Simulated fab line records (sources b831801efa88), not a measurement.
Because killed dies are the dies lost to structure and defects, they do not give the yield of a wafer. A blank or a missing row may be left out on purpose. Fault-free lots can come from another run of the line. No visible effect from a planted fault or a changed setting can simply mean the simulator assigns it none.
Matching of chambers + flow sky130 + cmp-01 running SKY_VIA3_CMP_02: 4 sister chambers
The step polishes SiO2. 4 wafers are shown with their chamber, then 7 later ones without.

WAFERS PAIRED WITH THEIR CHAMBERS
| wafer  | chamber | motor_current_A (A) |
|--------|---------|---------------------|
| L868.3 | 1       | 12.9                |
| L876.1 | 2       | 13.1                |
| L880.2 | 3       | 12.6                |
| L880.5 | 0       | 11.7                |

WAFERS WITH NO CHAMBER GIVEN
| wafer  | motor_current_A (A) |
|--------|---------------------|
| L880.6 | 12.2                |
| L881.1 | 12.6                |
| L881.2 | 12.9                |
| L881.6 | 12.9                |
| L884.1 | 12.6                |
| L884.2 | 12.0                |
| L884.6 | 12.1                |

WHICH CHAMBER EACH ONE RAN IN
| wafer  | from the rows above          | in truth |
|--------|------------------------------|----------|
| L880.6 | can't be placed: 3 or 0 or 1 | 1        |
| L881.1 | can't be placed: 3 or 1      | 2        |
| L881.2 | can't be placed: 1 or 2 or 3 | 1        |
| L881.6 | can't be placed: 1 or 2 or 3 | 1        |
| L884.1 | can't be placed: 3 or 1      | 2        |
| L884.2 | can't be placed: 0 or 3      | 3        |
| L884.6 | can't be placed: 0 or 3 or 1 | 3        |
Placed correctly: 0 of 7. From these rows, 7 cannot be placed; in 5 the true chamber is one of the candidates. 0 placed wrongly.
How it was worked out, from the rows above alone: a wafer's distance from a chamber is the root of the sum, over the readings, of the square of ((its reading less the chamber's mean) divided by the reading's scatter). If the next closest chamber is less than 2 further off than the closest, the wafer can't be placed; otherwise it belongs to the closest. The mean given for a chamber averages the wafers shown for that chamber. The scatter: root of mean squared gap, hidden wafer to nearest shown wafer, with one shown wafer a chamber.
